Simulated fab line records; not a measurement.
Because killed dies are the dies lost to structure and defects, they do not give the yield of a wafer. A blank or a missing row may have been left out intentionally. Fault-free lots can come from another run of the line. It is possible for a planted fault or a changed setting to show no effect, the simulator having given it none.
Chamber matching | flow sfq line | 4 sister chambers for SFQ_TRILAYER_I4_CMP_CMP_100 on cmp-02
The step polishes SiO2. 17 wafers are shown with their chamber, then 8 later ones without.

== WAFERS WITH THEIR CHAMBER ==
wafer  | chamber | motor current A (A) | edge zone pressure frac | time to endpoint s (s)
L958.3 | 2       | 10.3                | 1.007                   | 214
L958.5 | 2       | 10.4                | 0.996                   | 220
L958.6 | 3       | 11.1                | 0.998                   | 218
L959.3 | 3       | 10.9                | 1.005                   | 210
L959.4 | 0       | 11.6                | 0.997                   | 226
L959.5 | 3       | 11.1                | 0.996                   | 213
L965.3 | 1       | 10.9                | 1.004                   | 215
L965.5 | 3       | 10.6                | 1.000                   | 222
L965.6 | 2       | 11.0                | 1.005                   | 220
L967.1 | 2       | 10.1                | 1.000                   | 215
L967.2 | 0       | 11.4                | 1.002                   | 218
L967.5 | 3       | 11.3                | 1.003                   | 228
L968.4 | 1       | 11.6                | 0.995                   | 225
L968.1 | 3       | 11.8                | 0.992                   | 221
L968.2 | 0       | 10.6                | 0.998                   | 216
L971.4 | 3       | 11.3                | 1.004                   | 215
L971.5 | 0       | 10.9                | 0.990                   | 209

SIGNATURES, as means of the wafers listed above
reading                 | chamber 0 | chamber 1 | chamber 2 | chamber 3 | scatter within a chamber
motor current A         | 11.125    | 11.250    | 10.450    | 11.157    | 0.408
edge zone pressure frac | 0.99675   | 0.99950   | 1.00200   | 0.99971   | 0.00498
time to endpoint s      | 217.25    | 220.00    | 217.25    | 218.14    | 5.89
Rule: for each reading, subtract the chamber's mean from the wafer's reading, divide by that reading's scatter and square the result; add these up over the readings and take the root, which gives the wafer's distance from the chamber. The wafer belongs to the nearest chamber; if the next one is less than 2 further off, it can't be placed. The scatter: take each reading less its chamber's mean, square it, sum over the shown wafers, divide by the number of wafers less the number of chambers, and take the root.

== WAFERS WITHOUT THEIR CHAMBER ==
wafer  | motor current A (A) | edge zone pressure frac | time to endpoint s (s)
L971.6 | 11.1                | 0.998                   | 212
L972.2 | 11.6                | 1.003                   | 214
L972.5 | 10.6                | 0.995                   | 216
L972.6 | 11.3                | 0.994                   | 222
L977.2 | 11.1                | 0.997                   | 211
L977.4 | 10.9                | 1.001                   | 220
L979.3 | 11.5                | 1.012                   | 211
L979.6 | 10.9                | 1.006                   | 213

== WHICH CHAMBER EACH WENT THROUGH ==
wafer  | from the rows above               | in truth
L971.6 | can't be placed: 0 or 3 or 1 or 2 | 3
L972.2 | can't be placed: 3 or 1 or 0 or 2 | 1
L972.5 | can't be placed: 0 or 2 or 3 or 1 | 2
L972.6 | can't be placed: 0 or 1 or 3 or 2 | 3
L977.2 | can't be placed: 0 or 3 or 1 or 2 | 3
L977.4 | can't be placed: 3 or 1 or 0 or 2 | 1
L979.3 | can't be placed: 3 or 1 or 0 or 2 | 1
L979.6 | can't be placed: 2 or 3 or 1 or 0 | 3
Placed correctly: 0 of 8. Unplaceable from these rows: 8, with the true chamber sitting among the candidates in 8. Wrongly placed: 0.
